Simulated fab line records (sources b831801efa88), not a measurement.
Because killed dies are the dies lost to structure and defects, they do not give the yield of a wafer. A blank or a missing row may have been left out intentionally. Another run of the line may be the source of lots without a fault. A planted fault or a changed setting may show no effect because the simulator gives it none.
What tool caused it? -- flow gf180mcu -- route of 602 steps, sampled at 1 step: 13 lots, 39 wafers

WHAT THE GAUGES READ, wafer by wafer
GF_M2_OVL_MEAS_15. Usual: M2_OVL 8 nm, standard deviation 5.3.
lot,measured,on,M2_OVL (nm),flag
L218,day 20 23:40,overlay-01,-3 2 5,
L219,day 21 12:03,overlay-01,7 10 4,
L221,day 22 04:24,overlay-01,10 10 13,
L222,day 22 07:52,overlay-01,8 11 8,
L224,day 23 06:37,overlay-02,6 12 9,
L225,day 23 15:00,overlay-02,-4 0 10,
L226,day 23 22:46,overlay-01,9 12 8,
L227,day 24 02:04,overlay-01,12 14 14,
L231,day 25 07:27,overlay-02,14 10 18,
L232,day 25 13:51,overlay-01,16 14 19,
L233,day 26 03:04,overlay-02,5 8 7,
L234,day 26 06:40,overlay-01,6 5 3,
L235,day 26 14:11,overlay-02,12 11 13,

WHAT TOOL EACH LOT RAN ON (gives the tool, then ch and the chambers of the sampled wafers, and finally the start)
No process step before these readings appears in the record.

WHAT THE TOOLS THEMSELVES READ (means of the sampled wafers that have a number; where no wafer has one, the mark that the record gives instead)
The record holds no such reading with a usual standard deviation.

THE ANSWER, worked out from the rows above alone
Rule: take the mean of a lot's wafers that have a number; if it is more than 3 standard deviations from the usual mean, the lot is off. A lot without any number at a reading at which 4 lots or more have one is off too. Any other lot the step has rows for is counted as sound. After the gauges, taken in route order, come the tools' own readings; for these a lot's mean is taken, as printed above. At the first step where some lot is off, the reading lying furthest off is the one used; lots without a number count as furthest.
No lot is off at any reading shown: from this, nothing can be told.

WHAT THE SIMULATOR HAD INSERTED
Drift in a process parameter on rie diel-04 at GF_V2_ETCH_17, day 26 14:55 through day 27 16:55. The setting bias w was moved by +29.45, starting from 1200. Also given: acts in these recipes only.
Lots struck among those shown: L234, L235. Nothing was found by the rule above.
